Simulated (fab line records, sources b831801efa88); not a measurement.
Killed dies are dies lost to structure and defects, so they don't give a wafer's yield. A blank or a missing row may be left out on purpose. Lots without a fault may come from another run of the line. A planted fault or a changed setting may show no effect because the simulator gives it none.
fab line records | flow sky130
record lots=14 wafers=42 last_day=51
route steps=708 shown SD_N@345 PAD_OPEN@708
lots that met no fault: from a run of the same line without faults
start_h: hours from the record's first day to the start of the lot's first wafer shown | wait_h: hours since the lot's step before | " the same as in the row above | L1.1+2: a row that stands for several wafers | - no value, or no start given | * or withheld: withheld | < > ~ a bound
route shown NAME@n: a module of which the file shows steps, and the number in the route of the first | usual: mean/standard deviation of fault-free wafers | same: alike in all rows | chamber/n: place in a boat | sites: the reading at each site | _std_site: their standard deviation | _edge_site: outer sites' mean less inner sites' | radius_mm: how far each site lies from the wafer's centre | mask NAME#n: copy n | behind: the tool/chamber that last shaped the wafer | hold: why the lot was held/for how many hours/how that ended | device: the transistor (n, p or np) that didn't switch | end of line: the same wafers' tests at the end of the route | a step without rows: its recipe alone | killed: dies lost to structure and defects at the first sort, not the wafer's yield | map: a wafer's dies, x killed, . not, _ none there
set.NAME: the setting as run; set.NAME@STEP: as run at that earlier step | model.NAME: the simulator's own value behind a step, which no gauge read
steps of the route over a sample of lots; a table a step, a row a wafer
services: from which hour (start_h, from the record's first day; less than 0 if before it) a tool's chamber was out of use, for how many hours, and why
## steps
# step SKY_SD_N_SOFTBAKE_03
# recipe temp_c=90 time_s=60 resist=NOVOLAK
# usual heater_power_total_W=56.60/0.047 plate_temp_C=89.97/0.12 resist_line_temp_C=22.99/0.089
# columns lot.wafer tool chamber start_h wait_h heater_power_total_W plate_temp_C resist_line_temp_C
L363.2 litho_track-04 0 647.04 0.1 56.57 90.01 23.04
L363.3 " 0 " " 56.59 90.00 23.02
L363.6 " 0 " " 56.67 90.06 23.11
L365.2 litho_track-03 0 664.14 0.1 56.63 90.08 23.02
L365.4 " 0 " " 56.58 90.21 23.03
L365.5 " 0 " " 56.55 90.28 22.79
L367.4 litho_track-01 0 678.33 0.1 56.61 90.04 22.84
L367.5 " 0 " " 56.64 90.20 22.90
L367.6 " 0 " " 56.58 90.08 22.79
L369.1 litho_track-01 0 695.61 0.1 56.58 89.93 22.98
L369.3 " 0 " " 56.61 89.82 22.99
L369.6 " 0 " " 56.54 89.62 23.01
L373.1 litho_track-03 0 730.47 0.1 59.36 93.01 23.14
L373.2 " 0 " " 59.46 93.03 23.07
L373.4 " 0 " " 59.34 93.24 23.00
L374.1 litho_track-01 0 734.36 0.1 56.56 89.91 23.13
L374.2 " 0 " " 56.62 89.94 23.15
L374.5 " 0 " " 56.66 89.83 23.00
L376.2 litho_track-03 0 749.89 0.1 59.45 93.11 23.06
L376.3 " 0 " " 59.45 93.12 23.03
L376.4 " 0 " " 59.51 93.18 22.85
L378.2 litho_track-04 0 765.40 0.1 56.61 89.97 23.03
L378.3 " 0 " " 56.67 89.89 23.02
L378.4 " 0 " " 56.59 90.03 22.96
L381.3 litho_track-01 0 785.06 0.1 56.54 90.06 23.00
L381.4 " 0 " " 56.57 90.03 23.07
L381.5 " 0 " " 56.59 89.98 22.96
L382.4 litho_track-04 0 796.95 0.1 56.65 89.85 23.14
L382.5 " 0 " " 56.57 89.88 22.97
L382.6 " 0 " " 56.61 90.16 23.04
L384.1 litho_track-01 0 812.51 0.1 56.48 90.01 23.03
L384.2 " 0 " " 56.64 90.05 23.11
L384.5 " 0 " " 56.63 89.95 23.06
L383.1 litho_track-04 0 817.02 0.1 56.63 89.68 23.04
L383.3 " 0 " " 56.63 89.80 23.01
L383.4 " 0 " " 56.57 89.88 22.96
L385.1 litho_track-03 0 818.82 0.1 56.58 90.00 22.86
L385.2 " 0 " " 56.63 90.00 23.06
L385.6 " 0 " " 56.63 89.96 22.96
L386.2 litho_track-03 0 827.79 0.1 56.63 89.96 23.00
L386.3 " 0 " " 56.62 89.90 22.95
L386.5 " 0 " " 56.59 89.84 22.90
# step SKY_SD_N_STRIP_11
# recipe chemistry=O2/N2 power_w=1400 pressure_mtorr=1500 platen_temp_c=withheld o2_flow_sccm=3000 n2_flow_sccm=300 overash_fraction=0.5
# usual drypump_motor_current_A=5.6/0.34 oes_product_au=0.528/0.0048 strip_time_to_endpoint_s=22.55/0.047
# columns lot.wafer tool chamber start_h wait_h drypump_motor_current_A oes_product_au rf_hours_counter_h strip_time_to_endpoint_s
L363.2 plasma_asher-02 1 661.73 0.1 4.9 0.519 52 22.52
L363.3 " 0 " " 6.0 0.532 - 22.56
L363.6 " 0 " " 6.0 0.532 - 22.50
L365.2 plasma_asher-03 0 679.33 0.1 5.4 0.533 89 22.49
L365.4 " 1 " " 5.9 0.522 - 22.51
L365.5 " 0 " " 5.5 0.523 - 22.55
L367.4 plasma_asher-03 1 692.31 0.1 6.0 0.526 - 22.61
L367.5 " 1 " " 6.0 0.523 - 22.61
L367.6 " 0 " " 5.4 0.530 - 22.57
L369.1 plasma_asher-04 1 710.47 0.1 5.3 0.535 98 22.55
L369.3 " 0 " " 5.7 0.523 - 22.55
L369.6 " 0 " " 5.7 0.520 - 22.54
L373.1 plasma_asher-02 1 744.63 0.1 4.9 0.533 61 22.43
L373.2 " 0 " " 6.0 0.524 61 22.39
L373.4 " 0 " " 6.0 0.525 - 22.44
L374.1 plasma_asher-02 0 748.48 0.1 6.0 0.528 61 22.59
L374.2 " 1 " " 4.9 0.524 61 22.61
L374.5 " 0 " " 6.0 0.521 - 22.59
L376.2 plasma_asher-02 0 764.26 0.1 6.0 0.522 62 22.33
L376.3 " 0 " " 6.0 0.529 - 22.38
L376.4 " 1 " " 4.9 0.523 - 22.38
L378.2 plasma_asher-03 0 778.91 0.1 5.4 0.537 99 22.58
L378.3 " 1 " " 6.0 0.531 - 22.53
L378.4 " 0 " " 5.4 0.523 - 22.57
L381.3 plasma_asher-04 1 799.36 0.1 5.3 0.527 - 22.56
L381.4 " 0 " " 5.7 0.524 - 22.57
L381.5 " 1 " " 5.3 0.533 - 22.54
L382.4 plasma_asher-04 1 810.86 0.1 5.3 0.519 - 22.57
L382.5 " 0 " " 5.6 0.529 - 22.57
L382.6 " 1 " " 5.3 0.528 - 22.57
L384.1 plasma_asher-02 1 826.52 0.1 4.9 0.526 69 22.54
L384.2 " 0 " " 6.0 0.526 69 22.53
L384.5 " 1 " " 5.0 0.533 - 22.55
L383.1 plasma_asher-04 1 830.87 0.1 5.4 0.530 8 22.55
L383.3 " 0 " " 5.6 0.528 - 22.48
L383.4 " 1 " " 5.3 0.528 - 22.48
L385.1 plasma_asher-03 1 832.47 0.1 6.0 0.529 104 22.51
L385.2 " 0 " " 5.5 0.522 104 22.50
L385.6 " 1 " " 6.0 0.525 - 22.50
L386.2 plasma_asher-03 1 841.31 0.1 5.9 0.528 105 22.61
L386.3 " 0 " " 5.5 0.523 - 22.54
L386.5 " 1 " " 6.0 0.522 - 22.61
# step SKY_PAD_OPEN_PROBE_99
# usual killed_at_M0_to_M3=44/6.9 killed_at_M4_up=3.1/1.7 killed_at_contacts=25/5.6 killed_at_front_end=14/4.3 killed_at_other=0.3/0.51 killed_dies=86/9.8 killed_on_rim=17/3.8 killed_open=47/6.5 killed_short=39/6.6
# same gross_dies=492 killed_at_back_side=0
# columns lot.wafer tool chamber start_h wait_h killed_at_M0_to_M3 killed_at_M4_up killed_at_contacts killed_at_front_end killed_at_other killed_dies killed_on_rim killed_open killed_short
L367.4 prober-01 - 1116.66 0.2 51 2 35 20 0 108 20 68 40
L367.5 prober-01 - 1116.71 0.2 52 2 16 5 0 75 12 42 33
L367.6 prober-01 - 1116.76 0.2 49 4 25 12 0 90 19 49 41
L369.1 prober-02 - 1128.64 0.1 56 2 20 16 2 96 21 52 44
L369.3 prober-02 - 1128.74 0.2 37 4 35 13 1 90 21 51 39
L369.6 prober-02 - 1128.89 0.2 49 4 18 14 0 85 17 48 37
L373.1 prober-02 - 1154.87 0.1 48 4 24 10 0 86 18 47 39
L373.2 prober-02 - 1154.92 0.1 37 7 20 11 0 75 16 31 44
L373.4 prober-02 - 1155.02 0.2 54 3 15 17 0 89 16 45 44
L374.1 prober-01 - 1156.74 0.1 45 3 21 20 0 89 19 45 44
L374.2 prober-01 - 1156.79 0.1 52 0 30 3 0 85 16 51 34
L374.5 prober-01 - 1156.94 0.2 44 1 24 14 0 83 15 53 30
L376.2 prober-02 - 1166.52 0.1 41 3 23 18 0 85 20 43 42
L376.3 prober-02 - 1166.57 0.2 42 3 37 15 1 98 22 51 47
L376.4 prober-02 - 1166.62 0.2 36 3 26 15 0 80 17 46 34
# killed by level:class
L367.4 LI_CONTACT:geometric_particle:open=14 VIA1:geometric_particle:open=12 VIA3:geometric_particle:open=11 CONTACT:geometric_particle:open=10 VIA2:geometric_particle:open=8 VIA2:geometric_particle:short=6 FIELD_ISO:geometric_particle:short=5 POLY_GATE:geometric_particle:short=5
L367.5 VIA1:geometric_particle:open=11 CONTACT:geometric_particle:open=8 VIA3:geometric_particle:open=8 METAL1:geometric_particle:short=7 VIA1:geometric_particle:short=6 VIA3:geometric_particle:short=5 VIA2:geometric_particle:open=4 LI_CONTACT:geometric_particle:open=3
L367.6 VIA1:geometric_particle:open=11 CONTACT:geometric_particle:open=9 VIA2:geometric_particle:open=8 LI_CONTACT:geometric_particle:open=7 VIA3:geometric_particle:open=6 POLY_GATE:geometric_particle:short=5 CONTACT:geometric_particle:short=5 METAL1:geometric_particle:short=5
L369.1 VIA1:geometric_particle:open=14 VIA3:geometric_particle:open=9 CONTACT:geometric_particle:open=9 METAL3:geometric_particle:short=8 METAL2:geometric_particle:short=7 LI_CONTACT:geometric_particle:open=5 VIA2:geometric_particle:open=5 VIA1:geometric_particle:short=4
L369.3 CONTACT:geometric_particle:open=12 LI_CONTACT:geometric_particle:open=10 VIA2:geometric_particle:open=7 CONTACT:geometric_particle:short=5 METAL2:geometric_particle:short=5 METAL3:geometric_particle:short=5 METAL1:geometric_particle:short=4 VIA3:geometric_particle:open=4
L369.6 METAL2:geometric_particle:short=10 VIA2:geometric_particle:open=8 CONTACT:geometric_particle:open=7 VIA1:geometric_particle:open=7 VIA3:geometric_particle:open=6 FIELD_ISO:geometric_particle:open=5 LI_CONTACT:geometric_particle:open=5 METAL1:geometric_particle:short=5
L373.1 CONTACT:geometric_particle:open=12 VIA1:geometric_particle:short=10 VIA2:geometric_particle:open=8 VIA1:geometric_particle:open=7 METAL1:geometric_particle:short=6 METAL2:geometric_particle:short=6 VIA3:geometric_particle:open=4 LI_CONTACT:geometric_particle:open=4
L373.2 METAL2:geometric_particle:short=10 CONTACT:geometric_particle:open=9 VIA1:geometric_particle:short=9 LOCAL_INTERCONNECT:geometric_particle:short=5 VIA1:geometric_particle:open=5 POLY_GATE:geometric_particle:open=4 METAL4:geometric_particle:short=4 CONTACT:geometric_particle:short=3
L373.4 VIA1:geometric_particle:open=16 VIA3:geometric_particle:open=6 METAL1:geometric_particle:short=6 VIA1:geometric_particle:short=6 LI_CONTACT:geometric_particle:open=5 CONTACT:geometric_particle:short=5 VIA2:geometric_particle:open=5 FIELD_ISO:geometric_particle:short=4
L374.1 CONTACT:geometric_particle:open=9 VIA2:geometric_particle:open=7 FIELD_ISO:geometric_particle:short=6 VIA1:geometric_particle:open=6 LI_CONTACT:geometric_particle:open=5 METAL1:geometric_particle:short=5 VIA1:geometric_particle:short=5 METAL2:geometric_particle:short=5
L374.2 VIA1:geometric_particle:open=15 CONTACT:geometric_particle:open=14 VIA2:geometric_particle:open=9 VIA1:geometric_particle:short=8 METAL1:geometric_particle:short=7 LI_CONTACT:geometric_particle:open=6 CONTACT:geometric_particle:short=6 METAL2:geometric_particle:short=3
L374.5 VIA1:geometric_particle:open=12 VIA3:geometric_particle:open=11 CONTACT:geometric_particle:open=8 LI_CONTACT:geometric_particle:open=7 VIA2:geometric_particle:open=7 CONTACT:geometric_particle:short=5 METAL1:geometric_particle:short=5 POLY_GATE:geometric_particle:open=4
L376.2 CONTACT:geometric_particle:open=8 VIA1:geometric_particle:open=8 FIELD_ISO:geometric_particle:short=6 CONTACT:geometric_particle:short=5 LI_CONTACT:geometric_particle:open=5 VIA2:geometric_particle:short=5 VIA2:geometric_particle:open=5 FIELD_ISO:geometric_particle:open=4
L376.3 CONTACT:geometric_particle:open=14 CONTACT:geometric_particle:short=9 VIA1:geometric_particle:open=9 LI_CONTACT:geometric_particle:open=8 METAL1:geometric_particle:short=8 METAL2:geometric_particle:short=5 VIA3:geometric_particle:open=5 METAL3:geometric_particle:short=4
L376.4 CONTACT:geometric_particle:open=11 LI_CONTACT:geometric_particle:open=7 VIA2:geometric_particle:open=6 VIA1:geometric_particle:short=6 FIELD_ISO:geometric_particle:short=5 VIA1:geometric_particle:open=5 LOCAL_INTERCONNECT:geometric_particle:short=4 METAL1:geometric_particle:open=4
## services
# columns tool chamber start_h hours kind
plasma_asher-02 - 687.23 1.1 repair
plasma_asher-04 - 733.75 9.0 pm
plasma_asher-04 0 733.75 9.0 vent_cycle
plasma_asher-04 1 733.75 9.0 vent_cycle
plasma_asher-04 0 742.75 - clean
plasma_asher-04 1 742.75 - clean
plasma_asher-04 - 760.60 1.2 repair
## key
first_sign step=SKY_SD_N_SOFTBAKE_03 reading=heater_power_total_W direction=up sigmas=61 usual=* struck=*
effect step=SKY_SD_N_SOFTBAKE_03 reading=plate_temp_C direction=up sigmas=26 usual=* struck=*
effect step=SKY_SD_N_STRIP_11 reading=strip_time_to_endpoint_s direction=down sigmas=3.3 usual=* struck=* through=*
met_at SKY_SD_N_SOFTBAKE_03
struck_lots L373,L376
tester_left_out L373,L376
loop_trim step=SKY_SD_N_EXPOSE_04 setting=dose lots=L376
onset_between 664.14 730.47
fault kind=process_parameter_drift tool=litho_track-03 chamber=- onset_h=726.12 steps=SKY_SD_N_SOFTBAKE_03 channel=temp_c offset=* shape=step end_h=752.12 acts_in=* stated=*
# tester_left_out: of these lots the tester's yield and bins aren't shown, on N5 and GAA mostly nor the transistor test; their killed dies are dies lost to structure and defects alone, not to doping, threshold or leakage, so they don't give the yield
# loop_trim: a control loop set the setting to another value than it would have without faults
